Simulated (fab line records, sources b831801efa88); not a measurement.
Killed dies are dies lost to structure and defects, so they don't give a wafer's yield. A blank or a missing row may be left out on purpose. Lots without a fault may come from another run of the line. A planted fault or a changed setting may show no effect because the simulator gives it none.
Split-lot experiment | flow sky130 | 5 lots, 27 wafers read, on a route of 708 steps

THE SPLIT
At SKY_VIA2_ETCH_14 (etches BARC in N2/H2, stops on SiO2, time 45.9 s, target depth 60 nm), the setting time_s was moved away from the recipe's 45.9 s on 12 of the 27 wafers read, by -46.7% to +16.0%. The other wafers ran this setting at the recipe's value.

The file shows no step between the split and the reading.

THE READING
oes_product_au, in a.u., at SKY_VIA2_ETCH_15 (etches SiO2 in C4F8/O2/Ar, stops on TiN, target depth 546 nm, time 84 s). Fault-free wafers of this fab line usually give 0.941 a.u., standard deviation 0.0047 a.u..

wafer  | tool, chamber at the split | time_s as run, s | against the recipe | oes_product_au, a.u. | against lot-mates on the recipe
L074.1 | rie_diel-02, 0             | 45.9             | recipe             | 0.937                | -
L074.2 | rie_diel-02, 1             | 45.9             | recipe             | 0.936                | -
L074.3 | rie_diel-02, 3             | 45.9             | recipe             | 0.947                | -
L074.4 | rie_diel-02, 2             | 53.24            | +16.0%             | 0.941                | +0.001
L074.5 | rie_diel-02, 2             | 53.24            | +16.0%             | 0.937                | -0.003
L074.6 | rie_diel-02, 3             | 53.24            | +16.0%             | 0.945                | +0.005
L076.1 | rie_diel-04, 0             | 33.17            | -27.7%             | 0.399                | -0.544
L076.2 | rie_diel-04, 3             | 33.17            | -27.7%             | 0.385                | -0.558
L076.3 | rie_diel-04, 2             | 45.9             | recipe             | 0.943                | -
L076.4 | rie_diel-04, 1             | 45.9             | recipe             | 0.942                | -
L076.5 | rie_diel-04, 1             | 45.9             | recipe             | 0.943                | -
L076.6 | rie_diel-04, 0             | 33.17            | -27.7%             | 0.387                | -0.556
L079.1 | rie_diel-02, 0             | 24.48            | -46.7%             | 0.376                | -0.568
L079.2 | rie_diel-02, 3             | 45.9             | recipe             | 0.947                | -
L079.3 | rie_diel-02, 2             | 45.9             | recipe             | 0.946                | -
L079.4 | rie_diel-02, 1             | 24.48            | -46.7%             | 0.374                | -0.570
L079.5 | rie_diel-02, 1             | 45.9             | recipe             | 0.939                | -
L079.6 | rie_diel-02, 0             | 24.48            | -46.7%             | 0.369                | -0.575
L082.3 | rie_diel-02, 0             | 45.9             | recipe             | 0.943                | -
L082.5 | rie_diel-02, 0             | 45.9             | recipe             | 0.941                | -
L082.6 | rie_diel-02, 1             | 45.9             | recipe             | 0.940                | -
L085.1 | rie_diel-04, 3             | 45.9             | recipe             | 0.936                | -
L085.2 | rie_diel-04, 1             | 45.9             | recipe             | 0.931                | -
L085.3 | rie_diel-04, 2             | 27.17            | -40.8%             | 0.373                | -0.563
L085.4 | rie_diel-04, 1             | 27.17            | -40.8%             | 0.383                | -0.553
L085.5 | rie_diel-04, 3             | 27.17            | -40.8%             | 0.371                | -0.565
L085.6 | rie_diel-04, 2             | 45.9             | recipe             | 0.940                | -

THE FIT
A straight line over all 27 wafers: oes_product_au changes by +0.0123 a.u. for each +1% of time_s; r = +0.95; the points scatter about the line by 0.087 a.u..
The same after taking each lot's own level away (the mean of its wafers on the recipe; 27 wafers): +0.0123 a.u. for each +1%; r = +0.95; scatter 0.087 a.u..
On that fit, the largest move of time_s shifts the reading by 0.57 a.u..
The lots' own levels span 0.9357 to 0.9440 a.u., that is 1.8 times the standard deviation above.
So the lot-to-lot level changes the slope little: the two slopes agree.
Check: with one of the wafers moved furthest among these (-46.7%) left out of the fit, the line predicts -0.634 a.u. for it against its lot-mates. It came out at -0.568 a.u. against them.
Tool readings at the split's step, against how far the setting was moved: oes_product_au r = -0.96.

OTHER SPLITS ON THESE WAFERS
These wafers also went through other splits before the reading. Each is held against what the fit with the lots' levels taken away leaves over:
other split on the same wafers | wafers away from the commonest value | r with oes_product_au (lot level and that fit taken away)
SKY_METAL1_SPUTTER_02 time_s   | 12                                   | -0.13
SKY_METAL2_SPUTTER_03 time_s   | 6                                    | -0.05

THE WHOLE CHAIN: every reading that the file lists as answering this split, in the file's order
step              | what it does                                                            | reading                                                                           | change (the file's fit)                   | r (the file's)
SKY_VIA2_ETCH_14  | etches BARC in N2/H2, stops on SiO2, time 45.9 s, target depth 60 nm    | oes_product_au                                                                    | -0.00371 a.u. for each +1% of the setting | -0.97
SKY_VIA2_ETCH_14  | etches BARC in N2/H2, stops on SiO2, time 45.9 s, target depth 60 nm    | KrF-thick_of_VIA2_COAT_07.thk_nm (the simulator's own value, which no gauge read) | -0.42 nm for each +1% of the setting      | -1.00
SKY_VIA2_ETCH_14  | etches BARC in N2/H2, stops on SiO2, time 45.9 s, target depth 60 nm    | VIA2.cd_nm (the simulator's own value, which no gauge read)                       | +0.0702 nm for each +1% of the setting    | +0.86
SKY_VIA2_ETCH_15  | etches SiO2 in C4F8/O2/Ar, stops on TiN, target depth 546 nm, time 84 s | oes_product_au                                                                    | +0.0133 a.u. for each +1% of the setting  | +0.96
SKY_VIA2_ETCH_15  | etches SiO2 in C4F8/O2/Ar, stops on TiN, target depth 546 nm, time 84 s | KrF-thick_of_VIA2_COAT_07.thk_nm (the simulator's own value, which no gauge read) | -0.415 nm for each +1% of the setting     | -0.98
SKY_VIA2_STRIP_16 | strips in O2/N2                                                         | strip_time_to_endpoint_s                                                          | withheld for each +1% of the setting      | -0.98

THE FILE'S OWN FIT
oes_product_au changes by +0.0133 a.u. for each +1% of time_s, r = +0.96.
